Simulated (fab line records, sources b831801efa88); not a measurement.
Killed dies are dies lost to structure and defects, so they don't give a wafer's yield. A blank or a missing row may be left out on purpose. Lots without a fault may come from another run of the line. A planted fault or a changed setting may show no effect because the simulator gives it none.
Problem report in the 8D (eight disciplines) form, filled by code | flow sky130 | the parts of the form that need people (team, actions taken, sign-off) are left out

1. THE PROBLEM
heater_power_total_W at SKY_CAPM_SOFTBAKE_08 reads a mean of 58.45 W on 6 wafers of 2 lots; wafers without a fault read 56.60 W with a standard deviation of 0.046. That is +40 standard deviations from the usual mean.
The step: time 60 s.
First seen on wafer L672.1, day 40 13:18, on litho_track-03. The record holds 18 wafers of 6 lots with a number at this step. Rule for "out", or "out of limits": more than 4 standard deviations from the usual mean. The other wafers with a number count as sound.

2. WHAT IT IS AND WHAT IT IS NOT
question                    | is                                 | is not
which readings at this step | heater_power_total_W, plate_temp_C | exhaust_pa
which lots                  | L672, L673                         | L661, L677, L680, L681
which wafers of those lots  | all that have a number             | -
read on which tools         | litho_track-03                     | litho_track-02, litho_track-04
when                        | from day 40 13:18                  | up to then (3 sound wafers); but 9 sound wafers of L677, L680, L681 came after

3. SUSPECTS, AND WHAT RULES EACH OUT
Counting: a tool at a process step up to the reading stays a suspect if it ran every lot that is out and no sound lot after the first of them.
- pecvd-03 at SKY_CAPM_CVD_00 (deposits SiO2, target thk 15.5 nm): ruled out as a lasting fault. Sound lots L677 ran on it after its first lot that is out, L672 (day 40 01:04).
- litho_track-03 at SKY_CAPM_SOFTBAKE_08 (time 60 s): kept. It ran every lot that is out, first L672 (day 40 13:18), and no sound lot after that; its last sound lot up to then is L661 (day 37 16:06). Its own readings are out on those wafers: heater_power_total_W, plate_temp_C.
Left after counting: litho_track-03 at SKY_CAPM_SOFTBAKE_08.

4. THE CAUSE (what the simulator had put in)
Process parameter drift: litho_track-03, from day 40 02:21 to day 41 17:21, at SKY_CAPM_SOFTBAKE_08. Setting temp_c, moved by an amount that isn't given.
Counting left only this tool.

5. THE CHAIN OF EFFECTS, in route order
Each row: a reading whose mean over the struck wafers that have a number lies more than 3 standard deviations from the usual. Only readings for which the record gives a usual standard deviation are gone through. hours: the time from each lot's start at the first step in this table that gives one to its start at this step, as a median over the lots. sigmas: the change in usual standard deviations.
hours | step                 | reading              | usual   | on struck wafers | change | sigmas
0     | SKY_CAPM_SOFTBAKE_08 | heater_power_total_W | 56.60 W | 58.45            | +1.85  | +40
0     | SKY_CAPM_SOFTBAKE_08 | plate_temp_C         | 90.02 C | 91.93            | +1.91  | +15
The process steps in it:
- SKY_CAPM_SOFTBAKE_08: time 60 s.
Later measuring or inspecting steps at which every struck wafer that the step has a row for has a number for every such reading, and none has moved that far: SKY_CAPM_OVL_MEAS_12.

6. WHAT WOULD HAVE CAUGHT IT SOONER
In this record the first reading out of limits was taken at day 40 13:18, 11 hours after the fault began at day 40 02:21.
